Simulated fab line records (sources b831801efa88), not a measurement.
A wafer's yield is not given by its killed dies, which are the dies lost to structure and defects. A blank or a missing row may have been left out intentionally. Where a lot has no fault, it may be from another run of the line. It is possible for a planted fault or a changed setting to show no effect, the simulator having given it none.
Which tool did it? | flow sfq line | 7 lots with 20 wafers sampled at 2 steps, on a route of 325 steps

== WHAT THE GAUGES READ, wafer by wafer ==
SFQ_I1_BOW_MEAS_912.
lot  | measured     | on            | I1_BOW (um)
L671 | day 23 21:45 | film metro-01 | 16 20 9
L673 | day 25 00:25 | film metro-01 | -4 -4 -7
L676 | day 26 08:44 | film metro-01 | 4 -5 -4
L679 | day 27 07:39 | film metro-04 | -3 -4 -7
L685 | day 29 19:50 | film metro-02 | 8 12 - -
L690 | day 32 21:14 | film metro-02 | -8 -1 -2
L693 | day 34 03:14 | film metro-01 | 5 6 2

== TOOL THAT RAN EACH LOT (tool first, then ch and the chambers of the sampled wafers, then the start) ==
lot  | SFQ_TRILAYER_I1_CMP_CMP_046
L671 | cmp-02 ch 0,3, day 23 19:15
L673 | cmp-02 ch 0,2,3, day 24 22:23
L676 | cmp-01 ch 1,2,3, day 26 07:14
L679 | cmp-01 ch 0,1,3, day 27 05:09
L685 | cmp-01 ch 0,2, day 29 17:20
L690 | cmp-02 ch 0,2, day 32 18:44
L693 | cmp-02 ch 0,2, day 34 00:44
- SFQ_TRILAYER_I1_CMP_CMP_046: polishes SiO2.

== THE ANSWER, worked out from the rows above alone ==
Rule: the lots themselves supply what counts as usual. Put in order of their means at a reading, lots are off if they are a third of the lots or fewer, leave a main group of 4 or more, and stand apart from it by a gap of 3 or more times the standard deviation of the main group's means; of several such gaps the widest counts. Not used: any main group whose means are identical at the precision the tables above print for the reading. A lot without any number at a reading at which 4 lots or more have one is off too. Any other lot the step has rows for is counted as sound.
No lot is off at any reading shown: from this, nothing can be told.

== WHAT THE SIMULATOR HAD INSERTED ==
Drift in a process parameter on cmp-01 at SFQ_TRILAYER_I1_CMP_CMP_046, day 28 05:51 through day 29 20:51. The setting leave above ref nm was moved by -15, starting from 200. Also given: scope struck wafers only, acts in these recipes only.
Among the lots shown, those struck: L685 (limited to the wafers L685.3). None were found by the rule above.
